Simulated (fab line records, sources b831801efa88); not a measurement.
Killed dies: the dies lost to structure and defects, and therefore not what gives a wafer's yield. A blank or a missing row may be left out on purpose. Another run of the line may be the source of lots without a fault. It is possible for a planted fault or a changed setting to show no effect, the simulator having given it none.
fab line records / flow gf180mcu / part 2 of 2: steps 26 to 33 of 33
record lots=5 wafers=15 last-day=34
route steps=602 shown STI@11 DNWELL@32 NWELL@42
lots that met no fault: from a run of the same line without faults
start-h: hours from the record's opening day to when the first of the lot's shown wafers began / wait-h: time in hours since the lot's previous step / " unchanged from the row above / L1.1+2: one row covering several wafers at once / - no value present, or no start provided / * or withheld: withheld / < > ~ a bound
route shown NAME@n: a module of which the file shows steps, and the number in the route of the first / usual: mean/standard deviation taken from wafers without a fault / same: alike in all rows / chamber/n: place in a boat / sites: the reading at each site / _std_site: the values' standard deviation / _edge_site: outer sites' mean less inner sites' / radius-mm: how far each site lies from the wafer's centre / mask NAME#n: copy n / behind: the last tool/chamber to shape the wafer / hold: why the lot was held/for how many hours/how that ended / device: which transistor (n, p or np) failed to switch / end of line: the route-end tests of the same wafers / for a step that has no rows: nothing shown but its recipe / killed: count of dies lost to structure and defects at first sort (not the wafer's yield) / map: a wafer's dies, marking killed ones x, the rest . and places with no die _
set.NAME: the setting that was run; set.NAME@STEP: the one run at that earlier step / model.NAME: the simulator's own value behind a step, which no gauge read
a table for each step, a row for each wafer; lots at some steps of the route
services: when a tool's chamber went out of use (start-h, in hours from the record's first day, below 0 if earlier), for how many hours, and the reason
## steps
# step GF_DNWELL_EXPOSE_04
# recipe mask-id=DNWELL target-cd-nm=1700 na=0.6 source-shape=conventional sigma-outer=0.6 dose-mj=260
# usual reticle-temp-C=23.00/0.1
lot.wafer=L077.2 tool=iline-stepper-02 chamber=0 start-h=- wait-h=- mask=DNWELL#0 reticle-temp-C=23.08
lot.wafer=L077.4 tool=iline-stepper-02 chamber=0 start-h=- wait-h=- mask=DNWELL#0 reticle-temp-C=22.97
lot.wafer=L077.6 tool=iline-stepper-02 chamber=0 start-h=- wait-h=- mask=DNWELL#0 reticle-temp-C=22.97
lot.wafer=L081.1 tool=iline-stepper-02 chamber=0 start-h=- wait-h=- mask=DNWELL#0 reticle-temp-C=23.03
lot.wafer=L081.4 tool=iline-stepper-02 chamber=0 start-h=- wait-h=- mask=DNWELL#0 reticle-temp-C=23.17
lot.wafer=L081.5 tool=iline-stepper-02 chamber=0 start-h=- wait-h=- mask=DNWELL#0 reticle-temp-C=23.11
lot.wafer=L088.1 tool=iline-stepper-01 chamber=0 start-h=- wait-h=- mask=DNWELL#0 reticle-temp-C=23.02
lot.wafer=L088.4 tool=iline-stepper-01 chamber=0 start-h=- wait-h=- mask=DNWELL#0 reticle-temp-C=22.94
lot.wafer=L088.6 tool=iline-stepper-01 chamber=0 start-h=- wait-h=- mask=DNWELL#0 reticle-temp-C=23.00
lot.wafer=L095.2 tool=iline-stepper-01 chamber=0 start-h=- wait-h=- mask=DNWELL#0 reticle-temp-C=22.91
lot.wafer=L095.4 tool=iline-stepper-01 chamber=0 start-h=- wait-h=- mask=DNWELL#0 reticle-temp-C=22.99
lot.wafer=L095.5 tool=iline-stepper-01 chamber=0 start-h=- wait-h=- mask=DNWELL#0 reticle-temp-C=22.87
lot.wafer=L097.2 tool=iline-stepper-01 chamber=0 start-h=- wait-h=- mask=DNWELL#0 reticle-temp-C=23.06
lot.wafer=L097.3 tool=iline-stepper-01 chamber=0 start-h=- wait-h=- mask=DNWELL#0 reticle-temp-C=23.18
lot.wafer=L097.4 tool=iline-stepper-01 chamber=0 start-h=- wait-h=- mask=DNWELL#0 reticle-temp-C=23.04
# step GF_DNWELL_PEB_05
# recipe temp-c=115 time-s=withheld
# usual chill-plate-temp-C=23.00/0.11 resist-line-temp-C=22.98/0.098
lot.wafer=L077.2 tool=litho-track-03 chamber=0 start-h=- wait-h=- chill-plate-temp-C=23.03 resist-line-temp-C=22.79
lot.wafer=L077.4 tool=litho-track-03 chamber=0 start-h=- wait-h=- chill-plate-temp-C=23.10 resist-line-temp-C=22.75
lot.wafer=L077.6 tool=litho-track-03 chamber=0 start-h=- wait-h=- chill-plate-temp-C=23.31 resist-line-temp-C=22.93
lot.wafer=L081.1 tool=litho-track-04 chamber=0 start-h=- wait-h=- chill-plate-temp-C=22.89 resist-line-temp-C=22.91
lot.wafer=L081.4 tool=litho-track-04 chamber=0 start-h=- wait-h=- chill-plate-temp-C=22.86 resist-line-temp-C=22.98
lot.wafer=L081.5 tool=litho-track-04 chamber=0 start-h=- wait-h=- chill-plate-temp-C=23.07 resist-line-temp-C=22.87
lot.wafer=L088.1 tool=litho-track-03 chamber=0 start-h=- wait-h=- chill-plate-temp-C=22.84 resist-line-temp-C=22.84
lot.wafer=L088.4 tool=litho-track-03 chamber=0 start-h=- wait-h=- chill-plate-temp-C=22.87 resist-line-temp-C=22.83
lot.wafer=L088.6 tool=litho-track-03 chamber=0 start-h=- wait-h=- chill-plate-temp-C=23.00 resist-line-temp-C=22.83
lot.wafer=L095.2 tool=litho-track-04 chamber=0 start-h=- wait-h=- chill-plate-temp-C=22.84 resist-line-temp-C=22.89
lot.wafer=L095.4 tool=litho-track-04 chamber=0 start-h=- wait-h=- chill-plate-temp-C=23.03 resist-line-temp-C=23.06
lot.wafer=L095.5 tool=litho-track-04 chamber=0 start-h=- wait-h=- chill-plate-temp-C=22.82 resist-line-temp-C=23.00
lot.wafer=L097.2 tool=litho-track-03 chamber=0 start-h=- wait-h=- chill-plate-temp-C=23.01 resist-line-temp-C=23.03
lot.wafer=L097.3 tool=litho-track-03 chamber=0 start-h=- wait-h=- chill-plate-temp-C=22.91 resist-line-temp-C=22.94
lot.wafer=L097.4 tool=litho-track-03 chamber=0 start-h=- wait-h=- chill-plate-temp-C=22.92 resist-line-temp-C=22.98
# step GF_DNWELL_DEVELOP_06
# recipe wall-angle-deg=90 develop-time-s=60 dev-temp-c=23
# usual chill-plate-temp-C=22.97/0.11 developer-temp-C=22.98/0.096 resist-line-temp-C=23.00/0.11
lot.wafer=L077.2 tool=litho-track-03 chamber=0 start-h=- wait-h=- chill-plate-temp-C=22.71 developer-temp-C=23.02 resist-line-temp-C=22.97
lot.wafer=L077.4 tool=litho-track-03 chamber=0 start-h=- wait-h=- chill-plate-temp-C=22.82 developer-temp-C=22.97 resist-line-temp-C=22.87
lot.wafer=L077.6 tool=litho-track-03 chamber=0 start-h=- wait-h=- chill-plate-temp-C=22.88 developer-temp-C=23.02 resist-line-temp-C=22.97
lot.wafer=L081.1 tool=litho-track-04 chamber=0 start-h=- wait-h=- chill-plate-temp-C=23.10 developer-temp-C=23.00 resist-line-temp-C=22.94
lot.wafer=L081.4 tool=litho-track-04 chamber=0 start-h=- wait-h=- chill-plate-temp-C=23.04 developer-temp-C=22.88 resist-line-temp-C=23.11
lot.wafer=L081.5 tool=litho-track-04 chamber=0 start-h=- wait-h=- chill-plate-temp-C=23.10 developer-temp-C=22.82 resist-line-temp-C=23.23
lot.wafer=L088.1 tool=litho-track-03 chamber=0 start-h=- wait-h=- chill-plate-temp-C=23.14 developer-temp-C=22.89 resist-line-temp-C=23.03
lot.wafer=L088.4 tool=litho-track-03 chamber=0 start-h=- wait-h=- chill-plate-temp-C=23.22 developer-temp-C=23.21 resist-line-temp-C=23.03
lot.wafer=L088.6 tool=litho-track-03 chamber=0 start-h=- wait-h=- chill-plate-temp-C=23.12 developer-temp-C=23.05 resist-line-temp-C=23.07
lot.wafer=L095.2 tool=litho-track-04 chamber=0 start-h=- wait-h=- chill-plate-temp-C=23.09 developer-temp-C=23.09 resist-line-temp-C=22.99
lot.wafer=L095.4 tool=litho-track-04 chamber=0 start-h=- wait-h=- chill-plate-temp-C=22.88 developer-temp-C=22.85 resist-line-temp-C=23.06
lot.wafer=L095.5 tool=litho-track-04 chamber=0 start-h=- wait-h=- chill-plate-temp-C=22.92 developer-temp-C=22.88 resist-line-temp-C=22.90
lot.wafer=L097.2 tool=litho-track-03 chamber=0 start-h=- wait-h=- chill-plate-temp-C=22.87 developer-temp-C=23.03 resist-line-temp-C=22.80
lot.wafer=L097.3 tool=litho-track-03 chamber=0 start-h=- wait-h=- chill-plate-temp-C=23.05 developer-temp-C=22.99 resist-line-temp-C=22.97
lot.wafer=L097.4 tool=litho-track-03 chamber=0 start-h=- wait-h=- chill-plate-temp-C=22.99 developer-temp-C=22.94 resist-line-temp-C=22.98
# step GF_DNWELL_IMPLANT_07
# recipe species=P energy-kev=1500 dose-cm2=1e+13 tilt-deg=0
# usual dose-ions-cm2=9.999e+12/1.1e+10 faraday-current-uA=56.5/1.1
lot.wafer=L077.2 tool=implanter-01 chamber=0 start-h=58.78 wait-h=- dose-ions-cm2=1.0016e+13 faraday-current-uA=55.1
lot.wafer=L077.4 tool=implanter-01 chamber=0 start-h=58.78 wait-h=- dose-ions-cm2=1.0004e+13 faraday-current-uA=56.7
lot.wafer=L077.6 tool=implanter-01 chamber=0 start-h=58.78 wait-h=- dose-ions-cm2=1.0008e+13 faraday-current-uA=57.9
lot.wafer=L081.1 tool=implanter-01 chamber=0 start-h=78.64 wait-h=- dose-ions-cm2=9.976e+12 faraday-current-uA=57.2
lot.wafer=L081.4 tool=implanter-01 chamber=0 start-h=78.64 wait-h=- dose-ions-cm2=9.997e+12 faraday-current-uA=55.9
lot.wafer=L081.5 tool=implanter-01 chamber=0 start-h=78.64 wait-h=- dose-ions-cm2=1.0013e+13 faraday-current-uA=57.8
lot.wafer=L088.1 tool=implanter-04 chamber=0 start-h=116.71 wait-h=- dose-ions-cm2=1.0005e+13 faraday-current-uA=56.8
lot.wafer=L088.4 tool=implanter-04 chamber=0 start-h=116.71 wait-h=- dose-ions-cm2=1.0016e+13 faraday-current-uA=55.5
lot.wafer=L088.6 tool=implanter-04 chamber=0 start-h=116.71 wait-h=- dose-ions-cm2=1.0009e+13 faraday-current-uA=58.6
lot.wafer=L095.2 tool=implanter-03 chamber=0 start-h=154.12 wait-h=- dose-ions-cm2=9.997e+12 faraday-current-uA=55.6
lot.wafer=L095.4 tool=implanter-03 chamber=0 start-h=154.12 wait-h=- dose-ions-cm2=1.0017e+13 faraday-current-uA=55.7
lot.wafer=L095.5 tool=implanter-03 chamber=0 start-h=154.12 wait-h=- dose-ions-cm2=9.999e+12 faraday-current-uA=57.2
lot.wafer=L097.2 tool=implanter-01 chamber=0 start-h=163.58 wait-h=- dose-ions-cm2=1.0014e+13 faraday-current-uA=55.9
lot.wafer=L097.3 tool=implanter-01 chamber=0 start-h=163.58 wait-h=- dose-ions-cm2=9.997e+12 faraday-current-uA=58.1
lot.wafer=L097.4 tool=implanter-01 chamber=0 start-h=163.58 wait-h=- dose-ions-cm2=1.0005e+13 faraday-current-uA=57.8
# step GF_DNWELL_STRIP_08
# recipe chemistry=O2/N2 power-w=1400 pressure-mtorr=1500 platen-temp-c=250 o2-flow-sccm=3000 n2-flow-sccm=300 overash-fraction=0.5
# usual drypump-motor-current-A=5.82/0.28 heater-power-w=347/36 oes-product-au=0.723/0.0048 strip-time-to-endpoint-s=36.96/0.1
lot.wafer=L077.2 tool=plasma-asher-04 chamber=1 start-h=58.91 wait-h=0.1 drypump-motor-current-A=5.96 heater-power-w=393 oes-product-au=0.726 rf-hours-counter-h=41 strip-time-to-endpoint-s=36.94
lot.wafer=L077.4 tool=plasma-asher-04 chamber=0 start-h=58.91 wait-h=0.1 drypump-motor-current-A=5.85 heater-power-w=342 oes-product-au=0.720 rf-hours-counter-h=- strip-time-to-endpoint-s=36.93
lot.wafer=L077.6 tool=plasma-asher-04 chamber=0 start-h=58.91 wait-h=0.1 drypump-motor-current-A=5.88 heater-power-w=345 oes-product-au=0.722 rf-hours-counter-h=- strip-time-to-endpoint-s=36.99
lot.wafer=L081.1 tool=plasma-asher-03 chamber=1 start-h=78.79 wait-h=0.1 drypump-motor-current-A=5.30 heater-power-w=293 oes-product-au=0.722 rf-hours-counter-h=42 strip-time-to-endpoint-s=36.99
lot.wafer=L081.4 tool=plasma-asher-03 chamber=1 start-h=78.79 wait-h=0.1 drypump-motor-current-A=5.27 heater-power-w=287 oes-product-au=0.725 rf-hours-counter-h=- strip-time-to-endpoint-s=36.96
lot.wafer=L081.5 tool=plasma-asher-03 chamber=0 start-h=78.79 wait-h=0.1 drypump-motor-current-A=5.98 heater-power-w=331 oes-product-au=0.721 rf-hours-counter-h=- strip-time-to-endpoint-s=36.97
lot.wafer=L088.1 tool=plasma-asher-03 chamber=1 start-h=116.86 wait-h=0.1 drypump-motor-current-A=5.25 heater-power-w=294 oes-product-au=0.721 rf-hours-counter-h=47 strip-time-to-endpoint-s=36.73
lot.wafer=L088.4 tool=plasma-asher-03 chamber=0 start-h=116.86 wait-h=0.1 drypump-motor-current-A=5.95 heater-power-w=325 oes-product-au=0.730 rf-hours-counter-h=- strip-time-to-endpoint-s=36.81
lot.wafer=L088.6 tool=plasma-asher-03 chamber=0 start-h=116.86 wait-h=0.1 drypump-motor-current-A=5.98 heater-power-w=346 oes-product-au=0.725 rf-hours-counter-h=- strip-time-to-endpoint-s=36.94
lot.wafer=L095.2 tool=plasma-asher-02 chamber=0 start-h=154.24 wait-h=0.1 drypump-motor-current-A=5.92 heater-power-w=343 oes-product-au=0.722 rf-hours-counter-h=35 strip-time-to-endpoint-s=37.00
lot.wafer=L095.4 tool=plasma-asher-02 chamber=0 start-h=154.24 wait-h=0.1 drypump-motor-current-A=5.92 heater-power-w=347 oes-product-au=0.720 rf-hours-counter-h=- strip-time-to-endpoint-s=36.99
lot.wafer=L095.5 tool=plasma-asher-02 chamber=0 start-h=154.24 wait-h=0.1 drypump-motor-current-A=5.91 heater-power-w=342 oes-product-au=0.721 rf-hours-counter-h=- strip-time-to-endpoint-s=36.92
lot.wafer=L097.2 tool=plasma-asher-03 chamber=0 start-h=163.71 wait-h=0.1 drypump-motor-current-A=5.99 heater-power-w=335 oes-product-au=0.722 rf-hours-counter-h=52 strip-time-to-endpoint-s=37.00
lot.wafer=L097.3 tool=plasma-asher-03 chamber=0 start-h=163.71 wait-h=0.1 drypump-motor-current-A=5.97 heater-power-w=333 oes-product-au=0.723 rf-hours-counter-h=- strip-time-to-endpoint-s=37.05
lot.wafer=L097.4 tool=plasma-asher-03 chamber=1 start-h=163.71 wait-h=0.1 drypump-motor-current-A=5.25 heater-power-w=288 oes-product-au=0.729 rf-hours-counter-h=- strip-time-to-endpoint-s=37.04
# step GF_DNWELL_TW_MEAS_09
# usual DNWELL_TW=1348/13
lot.wafer=L077.2 tool=film-metro-02 chamber=- start-h=59.02 wait-h=0.1 DNWELL_TW=1354
lot.wafer=L077.4 tool=film-metro-02 chamber=- start-h=59.02 wait-h=0.1 DNWELL_TW=1364
lot.wafer=L077.6 tool=film-metro-02 chamber=- start-h=59.02 wait-h=0.1 DNWELL_TW=1359
lot.wafer=L081.1 tool=film-metro-02 chamber=- start-h=78.89 wait-h=0.1 DNWELL_TW=1366
lot.wafer=L081.4 tool=film-metro-02 chamber=- start-h=78.89 wait-h=0.1 DNWELL_TW=1352
lot.wafer=L081.5 tool=film-metro-02 chamber=- start-h=78.89 wait-h=0.1 DNWELL_TW=1359
lot.wafer=L088.1 tool=film-metro-02 chamber=- start-h=116.96 wait-h=0.1 DNWELL_TW=1342
lot.wafer=L088.4 tool=film-metro-02 chamber=- start-h=116.96 wait-h=0.1 DNWELL_TW=1349
lot.wafer=L088.6 tool=film-metro-02 chamber=- start-h=116.96 wait-h=0.1 DNWELL_TW=1351
lot.wafer=L095.2 tool=film-metro-04 chamber=- start-h=154.35 wait-h=0.1 DNWELL_TW=1333
lot.wafer=L095.4 tool=film-metro-04 chamber=- start-h=154.35 wait-h=0.1 DNWELL_TW=1342
lot.wafer=L095.5 tool=film-metro-04 chamber=- start-h=154.35 wait-h=0.1 DNWELL_TW=1335
lot.wafer=L097.2 tool=film-metro-02 chamber=- start-h=163.82 wait-h=0.1 DNWELL_TW=1348
lot.wafer=L097.3 tool=film-metro-02 chamber=- start-h=163.82 wait-h=0.1 DNWELL_TW=1351
lot.wafer=L097.4 tool=film-metro-02 chamber=- start-h=163.82 wait-h=0.1 DNWELL_TW=1345
# step GF_NWELL_DEHYDRATE_00
# recipe temp-c=200 time-s=60
# usual chill-plate-temp-C=23.00/0.11 resist-line-temp-C=22.99/0.099
# same time-s=60
lot.wafer=L077.2 tool=litho-track-03 chamber=0 start-h=64.53 wait-h=5.5 chill-plate-temp-C=23.21 resist-line-temp-C=23.11
lot.wafer=L077.4 tool=litho-track-03 chamber=0 start-h=64.53 wait-h=5.5 chill-plate-temp-C=23.19 resist-line-temp-C=22.92
lot.wafer=L077.6 tool=litho-track-03 chamber=0 start-h=64.53 wait-h=5.5 chill-plate-temp-C=23.03 resist-line-temp-C=22.93
lot.wafer=L081.1 tool=litho-track-04 chamber=0 start-h=85.39 wait-h=6.5 chill-plate-temp-C=22.98 resist-line-temp-C=23.08
lot.wafer=L081.4 tool=litho-track-04 chamber=0 start-h=85.39 wait-h=6.5 chill-plate-temp-C=23.02 resist-line-temp-C=23.00
lot.wafer=L081.5 tool=litho-track-04 chamber=0 start-h=85.39 wait-h=6.5 chill-plate-temp-C=23.01 resist-line-temp-C=23.12
lot.wafer=L088.1 tool=litho-track-03 chamber=0 start-h=123.51 wait-h=6.5 chill-plate-temp-C=23.04 resist-line-temp-C=23.04
lot.wafer=L088.4 tool=litho-track-03 chamber=0 start-h=123.51 wait-h=6.5 chill-plate-temp-C=23.17 resist-line-temp-C=22.92
lot.wafer=L088.6 tool=litho-track-03 chamber=0 start-h=123.51 wait-h=6.5 chill-plate-temp-C=23.16 resist-line-temp-C=22.97
lot.wafer=L095.2 tool=litho-track-04 chamber=0 start-h=161.37 wait-h=7.0 chill-plate-temp-C=23.06 resist-line-temp-C=23.12
lot.wafer=L095.4 tool=litho-track-04 chamber=0 start-h=161.37 wait-h=7.0 chill-plate-temp-C=22.99 resist-line-temp-C=23.02
lot.wafer=L095.5 tool=litho-track-04 chamber=0 start-h=161.37 wait-h=7.0 chill-plate-temp-C=22.99 resist-line-temp-C=23.15
lot.wafer=L097.2 tool=litho-track-03 chamber=0 start-h=171.43 wait-h=7.6 chill-plate-temp-C=23.07 resist-line-temp-C=23.00
lot.wafer=L097.3 tool=litho-track-03 chamber=0 start-h=171.43 wait-h=7.6 chill-plate-temp-C=22.93 resist-line-temp-C=22.98
lot.wafer=L097.4 tool=litho-track-03 chamber=0 start-h=171.43 wait-h=7.6 chill-plate-temp-C=23.10 resist-line-temp-C=23.08
# step GF_NWELL_HMDS_01
# recipe prime-time-s=60 prime-temp-c=120
# usual chill-plate-temp-C=23.01/0.11 resist-line-temp-C=23.00/0.1
lot.wafer=L077.2 tool=litho-track-03 chamber=0 start-h=64.68 wait-h=0.1 chill-plate-temp-C=23.00 resist-line-temp-C=23.07
lot.wafer=L077.4 tool=litho-track-03 chamber=0 start-h=64.68 wait-h=0.1 chill-plate-temp-C=22.88 resist-line-temp-C=23.09
lot.wafer=L077.6 tool=litho-track-03 chamber=0 start-h=64.68 wait-h=0.1 chill-plate-temp-C=22.92 resist-line-temp-C=23.02
lot.wafer=L081.1 tool=litho-track-04 chamber=0 start-h=85.54 wait-h=0.1 chill-plate-temp-C=23.11 resist-line-temp-C=22.91
lot.wafer=L081.4 tool=litho-track-04 chamber=0 start-h=85.54 wait-h=0.1 chill-plate-temp-C=23.14 resist-line-temp-C=23.07
lot.wafer=L081.5 tool=litho-track-04 chamber=0 start-h=85.54 wait-h=0.1 chill-plate-temp-C=23.06 resist-line-temp-C=22.84
lot.wafer=L088.1 tool=litho-track-03 chamber=0 start-h=123.66 wait-h=0.1 chill-plate-temp-C=23.04 resist-line-temp-C=22.99
lot.wafer=L088.4 tool=litho-track-03 chamber=0 start-h=123.66 wait-h=0.1 chill-plate-temp-C=23.24 resist-line-temp-C=22.99
lot.wafer=L088.6 tool=litho-track-03 chamber=0 start-h=123.66 wait-h=0.1 chill-plate-temp-C=23.04 resist-line-temp-C=23.04
lot.wafer=L095.2 tool=litho-track-04 chamber=0 start-h=161.52 wait-h=0.1 chill-plate-temp-C=22.94 resist-line-temp-C=22.89
lot.wafer=L095.4 tool=litho-track-04 chamber=0 start-h=161.52 wait-h=0.1 chill-plate-temp-C=22.84 resist-line-temp-C=22.89
lot.wafer=L095.5 tool=litho-track-04 chamber=0 start-h=161.52 wait-h=0.1 chill-plate-temp-C=23.14 resist-line-temp-C=23.05
lot.wafer=L097.2 tool=litho-track-03 chamber=0 start-h=171.58 wait-h=0.1 chill-plate-temp-C=22.89 resist-line-temp-C=22.96
lot.wafer=L097.3 tool=litho-track-03 chamber=0 start-h=171.58 wait-h=0.1 chill-plate-temp-C=22.98 resist-line-temp-C=22.89
lot.wafer=L097.4 tool=litho-track-03 chamber=0 start-h=171.58 wait-h=0.1 chill-plate-temp-C=23.16 resist-line-temp-C=22.95
## services
tool=wet-bench-02 chamber=- start-h=19.38 hours=1.9 kind=pm
tool=rie-si-02 chamber=3 start-h=20.38 hours=2.8 kind=repair
tool=hdpcvd-02 chamber=- start-h=38.78 hours=1.6 kind=repair
tool=hdpcvd-01 chamber=- start-h=40.96 hours=2.8 kind=pm
tool=rie-diel-01 chamber=2 start-h=53.26 hours=5.0 kind=repair
tool=cmp-02 chamber=- start-h=64.00 hours=4.0 kind=pm
tool=plasma-asher-02 chamber=- start-h=77.42 hours=14.6 kind=pm
tool=iline-stepper-02 chamber=- start-h=81.28 hours=5.3 kind=repair
tool=wet-bench-02 chamber=- start-h=91.44 hours=4.4 kind=pm
tool=furnace-01 chamber=- start-h=102.98 hours=3.8 kind=pm
tool=plasma-asher-02 chamber=- start-h=104.72 hours=0.4 kind=repair
tool=implanter-01 chamber=- start-h=109.11 hours=2.7 kind=repair
tool=wet-bench-01 chamber=- start-h=110.34 hours=4.4 kind=pm
tool=implanter-01 chamber=- start-h=111.46 hours=0.9 kind=repair
tool=implanter-01 chamber=- start-h=121.88 hours=5.4 kind=repair
tool=implanter-01 chamber=- start-h=124.56 hours=6.3 kind=repair
tool=plasma-asher-04 chamber=- start-h=129.98 hours=3.1 kind=repair
tool=plasma-asher-04 chamber=- start-h=132.55 hours=3.7 kind=repair
tool=wet-bench-03 chamber=- start-h=134.80 hours=5.3 kind=repair
tool=rie-diel-01 chamber=- start-h=162.37 hours=2.8 kind=pm
tool=cmp-02 chamber=- start-h=168.82 hours=0.8 kind=repair
tool=cmp-02 chamber=- start-h=169.48 hours=1.4 kind=repair
tool=cmp-02 chamber=- start-h=170.27 hours=0.7 kind=repair
tool=rie-diel-01 chamber=3 start-h=170.30 hours=10.2 kind=repair
